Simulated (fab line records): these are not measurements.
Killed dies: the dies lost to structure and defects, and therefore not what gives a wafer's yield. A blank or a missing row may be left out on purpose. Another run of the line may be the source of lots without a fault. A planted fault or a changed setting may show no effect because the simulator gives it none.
Problem report in the 8D (eight disciplines) form, filled by code    flow sky130    the parts of the form that need people (team, actions taken, sign-off) are left out

1. WHAT WENT WRONG
Wafers without a fault read 0.4000 Pa, standard deviation 0.00078; chamberPressurePa at SKY_METAL3_SPUTTER_02 reads a mean of 0.4524 Pa on 2 wafers belonging to 2 lots. Relative to the usual mean, that is a shift of +67 standard deviations.
The step: material AlCu, target thk 735 nm, time 39.1 s.
The first sign was on wafer L894.5 at day 40 12:45, on pvdSputter-01. The record holds 18 wafers of 6 lots with a number at this step. By rule, "out" or "out of limits" means more than 4 standard deviations away from the usual mean. The rest of the wafers with a number are treated as sound.

2. WHAT IT IS AND WHAT IT IS NOT
question                     is                 is not
which readings at this step  chamberPressurePa  throttleValvePct
which lots                   L894, L895         L881, L888, L903, L904
which wafers of those lots   L894.5, L895.2     L894.4, L894.6, L895.4, L895.5
read on which tools          pvdSputter-01      pvdSputter-03
when                         from day 40 12:45  up to then (8 sound wafers); but 8 sound wafers of L895, L903, L904 came after

3. SUSPECTS, AND WHAT RULES EACH OUT
Counting: a tool at a process step up to the reading stays a suspect if it ran every lot that is out. Sound lots after the first of them don't rule it out here, since some wafers of a struck lot are sound.
- pvdSputter-01 at SKY_METAL3_SPUTTER_02 (material AlCu, target thk 735 nm, time 39.1 s): kept. Ran every lot that is out, first one L894 (day 40 12:45); last sound lot up to then L881 (day 36 15:16). Its own readings are out on those wafers: chamberPressurePa.
Remaining after the count: pvdSputter-01 at SKY_METAL3_SPUTTER_02.

4. THE CAUSE (what the simulator had put in)
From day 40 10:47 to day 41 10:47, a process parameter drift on pvdSputter-01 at SKY_METAL3_SPUTTER_02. Setting chamberPressurePa shifted by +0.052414 from 0.4. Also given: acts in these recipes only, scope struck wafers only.
This tool alone remained once counting was done.

5. SEQUENCE OF EFFECTS, ordered by route
Rows list readings where the struck wafers' mean (over those with a number) sits beyond 3 standard deviations from the usual. Scope: only readings with a usual standard deviation given in the record; hours: median across lots of the time from each lot's start at the first step in this table that gives one to its start at this step; sigmas: change in usual standard deviations.
hours  step                   reading            usual      on struck wafers  change   sigmas
0      SKY_METAL3_SPUTTER_02  chamberPressurePa  0.4000 Pa  0.4524            +0.0524  +67
Process steps it contains:
- SKY_METAL3_SPUTTER_02: material AlCu, target thk 735 nm, time 39.1 s.
Later steps that measure or inspect, where all struck wafers having a row at the step show a number for every such reading and not one has moved that far: SKY_CAPM_THK_MEAS_01, SKY_CAPM_RS_MEAS_03, SKY_CAPM_THK_MEAS_04, SKY_CAPM_OVL_MEAS_12, SKY_METAL3_CD_MEAS_13.

6. WHAT WOULD HAVE CAUGHT IT SOONER
First out-of-limits reading in this record: day 40 12:45, which is 2 hours after fault onset at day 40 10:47.
